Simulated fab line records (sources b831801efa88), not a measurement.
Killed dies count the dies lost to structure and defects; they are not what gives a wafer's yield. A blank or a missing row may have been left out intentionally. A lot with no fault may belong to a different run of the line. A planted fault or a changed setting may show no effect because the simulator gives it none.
A lot that was struck, set against a sound lot | flow sky130 | 36 steps out of a route of 708
Sound: the wafers L271.1, L271.5, L271.6. Wafers L276.1, L276.2, L276.6 were the ones struck. The cause comes at the end.
For every step that has rows: the tool of each side, followed by ch and its chambers, followed by its first start. Under that, the readings that differ: sound wafers | struck wafers | difference of the means | sigmas: that difference in standard deviations of wafers without a fault.
alike: readings whose means differ by less than 2 such deviations, and words and numbers that are the same on both sides. not compared: withheld readings, readings that some wafer has no value for, bounds like >300 that may hide the same value, and numbers for which the record gives no deviation and whose values overlap.
A row with sigmas, a row that says differs or no value, or rows on one side alone: a step with any of these is where the two part. When numbers do not overlap yet have no deviation, they are printed without sigmas and do not part them. A reading that every wafer of one side lacks parts them only if that side has two wafers or more.

first, 6 steps without rows for these wafers: SKY_PWDE_HMDS_01 (prime time 60 s); SKY_PWDE_COAT_02 (resist thk 3000 nm); SKY_PWDE_SOFTBAKE_03; SKY_PWDE_EXPOSE_04 (exposes mask PWDEM, target cd 840 nm); SKY_PWDE_PEB_05; SKY_PWDE_DEVELOP_06 (develop time 60 s).
SKY_PWDE_OVL_MEAS_07:
  struck on overlay-02, day 6 00:48; sound on overlay-01, day 4 15:13
  alike: PWDE_OVL
next, for these wafers, 1 step has no rows: SKY_PWDE_IMPLANT_08.
SKY_PWDE_STRIP_09: strips in O2/N2.
  sound on plasmaAsher-02 ch 0,1, day 4 15:24; struck on plasmaAsher-03 ch 0,1, day 6 00:59
  alike: drypumpMotorCurrentA, oesProductAu, stripTimeToEndpointS
  not compared: rfHoursCounterH
SKY_PWDE_TW_MEAS_10:
  struck on filmMetro-02, day 6 01:05; sound on filmMetro-03, day 4 15:30
  alike: PWDE_TW
then, 2 steps without rows for these wafers: SKY_NWELL_DEHYDRATE_03 (time 60 s); SKY_NWELL_HMDS_04 (prime time 60 s).
SKY_NWELL_COAT_05: resist thk 3000 nm.
  struck on lithoTrack-04, day 6 09:36; sound on lithoTrack-04 ch 0, day 4 23:45
  no value came back on the struck wafers for chillPlateTempC (C), dispensePressureKPa (kPa); on the sound wafers chillPlateTempC (C) reads 23.02 22.94 22.91
then, 3 steps without rows for these wafers: SKY_NWELL_SOFTBAKE_06; SKY_NWELL_EXPOSE_07 (exposes mask NWM, target cd 840 nm); SKY_NWELL_PEB_08.
SKY_NWELL_DEVELOP_09: develop time 62.97 s.
  sound on lithoTrack-02 ch 0; struck on lithoTrack-03 ch 0
reading               | sound             | struck            | difference | sigmas
model.NWELL.cdNm (nm) | 838.1 834.3 836.7 | 843.7 845.2 846.4 | +8.7       | 
SKY_NWELL_OVL_MEAS_10:
  struck on overlay-01, day 6 18:54; sound on overlay-01, day 5 09:01
reading           | sound        | struck | difference                    | sigmas
NWELL_00_OVL (nm) | 1.0 -0.7 1.2 | - - -  | no value on the struck wafers | 
then, 3 steps without rows for these wafers: SKY_NWELL_IMPLANT_11; SKY_NWELL_IMPLANT_12; SKY_NWELL_IMPLANT_13.
SKY_NWELL_STRIP_14: strips in O2/N2.
  sound on plasmaAsher-01 ch 0,1, day 5 09:30; struck on plasmaAsher-01 ch 0,1, day 6 19:23
  no value came back on the struck wafers for oesProductAu (a.u.), stripTimeToEndpointS (s); on the sound wafers oesProductAu (a.u.) reads 0.719 0.731 0.728
  alike: drypumpMotorCurrentA
  not compared: rfHoursCounterH
SKY_NWELL_TW_MEAS_15:
  struck on filmMetro-02, day 6 19:29; sound on filmMetro-02, day 5 09:36
  alike: NWELL_TW
then, 7 steps without rows for these wafers: SKY_NWELL_DEHYDRATE_16 (time 60 s); SKY_NWELL_HMDS_17 (prime time 60 s); SKY_NWELL_COAT_18 (resist thk 3000 nm); SKY_NWELL_SOFTBAKE_19; SKY_NWELL_EXPOSE_20 (exposes mask NWM COMPLEMENT, target cd 840 nm); SKY_NWELL_PEB_21; SKY_NWELL_DEVELOP_22 (develop time 60 s).
SKY_NWELL_OVL_MEAS_23:
  struck on overlay-01, day 7 14:42; sound on overlay-01, day 6 03:07
  alike: NWELL_01_OVL
next, for these wafers, 1 step has no rows: SKY_NWELL_IMPLANT_24.
SKY_NWELL_STRIP_25: strips in O2/N2.
  sound on plasmaAsher-04 ch 0,1, day 6 03:18; struck on plasmaAsher-04 ch 0,1, day 7 14:53
reading             | sound             | struck            | difference | sigmas
oesProductAu (a.u.) | 0.733 0.728 0.725 | 0.720 0.713 0.722 | -0.010     | -2
  alike: drypumpMotorCurrentA, stripTimeToEndpointS
  not compared: rfHoursCounterH
SKY_NWELL_TW_MEAS_26:
  struck on filmMetro-03, day 7 14:59; sound on filmMetro-03, day 6 03:24
reading    | sound             | struck               | difference | sigmas
NWELL_2_TW | 501.5 500.3 502.8 | 1856.8 1852.3 1834.5 | +1346.3    | +99 or more
then, 1 step without rows for these wafers: SKY_NWELL_CLEAN_27 (cleans in SC1/SC2, time 156.3 s).
-- the record jumps here: 41 days lie between the struck wafers' starts before and after (it left off in module NWELL and takes up again in module PAD_OPEN, whose first step shown is number 708 of the route) --
SKY_PAD_OPEN_PROBE_99:
  struck on prober-02, day 48 06:29; sound on prober-02, day 46 15:35
reading          | sound     | struck      | difference | sigmas
killedAtFrontEnd | 20 17 17  | 423 426 417 | +404       | +99 or more
killedDies       | 81 107 83 | 492 492 492 | +402       | +42
killedOnRim      | 14 19 16  | 96 96 96    | +80        | +23
  alike: killed_at_M0_to_M3, killed_at_M4_up, killedAtContacts, killedAtOther, killedOpen, killedShort

## WHERE THEY PART
Last at SKY_PAD_OPEN_PROBE_99 as far as this record goes, first at SKY_NWELL_COAT_05.

WHY: what the simulator had put in
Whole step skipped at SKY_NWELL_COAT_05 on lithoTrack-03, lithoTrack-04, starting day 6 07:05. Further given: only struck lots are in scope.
